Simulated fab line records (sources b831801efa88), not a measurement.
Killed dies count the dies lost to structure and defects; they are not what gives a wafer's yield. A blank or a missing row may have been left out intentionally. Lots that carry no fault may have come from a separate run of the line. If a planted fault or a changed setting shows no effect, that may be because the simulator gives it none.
Which tool did it? || flow gf180mcu || 6 lots, 18 wafers sampled, at 2 steps of a route of 602

## WHAT EACH GAUGE READ, for each wafer
GF_POLY_GATE_CD_MEAS_10: target cd 280 nm.
{"lot": "L156", "measured": "day 9 13:13", "on": "cd_sem-01", "cd_nm (nm)": "281.3 281.4 280.7"}
{"lot": "L158", "measured": "day 10 05:43", "on": "cd_sem-02", "cd_nm (nm)": "281.2 281.0 280.8"}
{"lot": "L168", "measured": "day 12 22:46", "on": "cd_sem-02", "cd_nm (nm)": "309.2 307.6 308.3"}
{"lot": "L170", "measured": "day 13 16:29", "on": "cd_sem-01", "cd_nm (nm)": "277.4 277.9 278.5"}
{"lot": "L173", "measured": "day 14 10:26", "on": "cd_sem-02", "cd_nm (nm)": "281.4 282.0 282.7"}
{"lot": "L177", "measured": "day 15 13:23", "on": "cd_sem-01", "cd_nm (nm)": "278.3 278.6 277.8"}

## TOOL THAT RAN EACH LOT (tool first, then ch and the chambers of the sampled wafers, then the start)
{"lot": "L156", "GF_POLY_GATE_SOFTBAKE_06": "litho_track-03 ch 0, day 9 05:00"}
{"lot": "L158", "GF_POLY_GATE_SOFTBAKE_06": "litho_track-01 ch 0, day 9 20:00"}
{"lot": "L168", "GF_POLY_GATE_SOFTBAKE_06": "litho_track-04 ch 0, day 12 13:00"}
{"lot": "L170", "GF_POLY_GATE_SOFTBAKE_06": "litho_track-03 ch 0, day 13 06:00"}
{"lot": "L173", "GF_POLY_GATE_SOFTBAKE_06": "litho_track-03 ch 0, day 13 23:00"}
{"lot": "L177", "GF_POLY_GATE_SOFTBAKE_06": "litho_track-03 ch 0, day 15 02:00"}
- GF_POLY_GATE_SOFTBAKE_06: time 60 s.

## THE ANSWER, worked out from the rows above alone
Rule: what is usual is taken from the lots themselves. Put in order of their means at a reading, lots are off if they are a third of the lots or fewer, leave a main group of 4 or more, and stand apart from it by a gap of 3 or more times the standard deviation of the main group's means; of several such gaps the widest counts. The tables above print the reading to a certain number of digits; a main group whose means all agree to those digits is not used. A lot without any number at a reading at which 4 lots or more have one is off too. Where the step has rows for the other lots, those lots are counted as sound.
Off: L168 (GF_POLY_GATE_CD_MEAS_10, cd_nm). For the main group the mean is 280.1 nm and the standard deviation 1.7.
A tool fits if, at a process step before that reading, it ran every lot that is off, and no sound lot after the first of them. The gauges at GF_POLY_GATE_CD_MEAS_10 are tried like those tools. One fits: GF_POLY_GATE_SOFTBAKE_06 on litho_track-04. It ran no sound lot before its first lot that is off in this sample, so the start can't be narrowed down.

## WHAT THE SIMULATOR HAD INSERTED
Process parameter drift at GF_POLY_GATE_SOFTBAKE_06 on litho_track-04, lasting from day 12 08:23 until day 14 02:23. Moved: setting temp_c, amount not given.
Lots struck among those shown: L168. Same finding as the rule above.
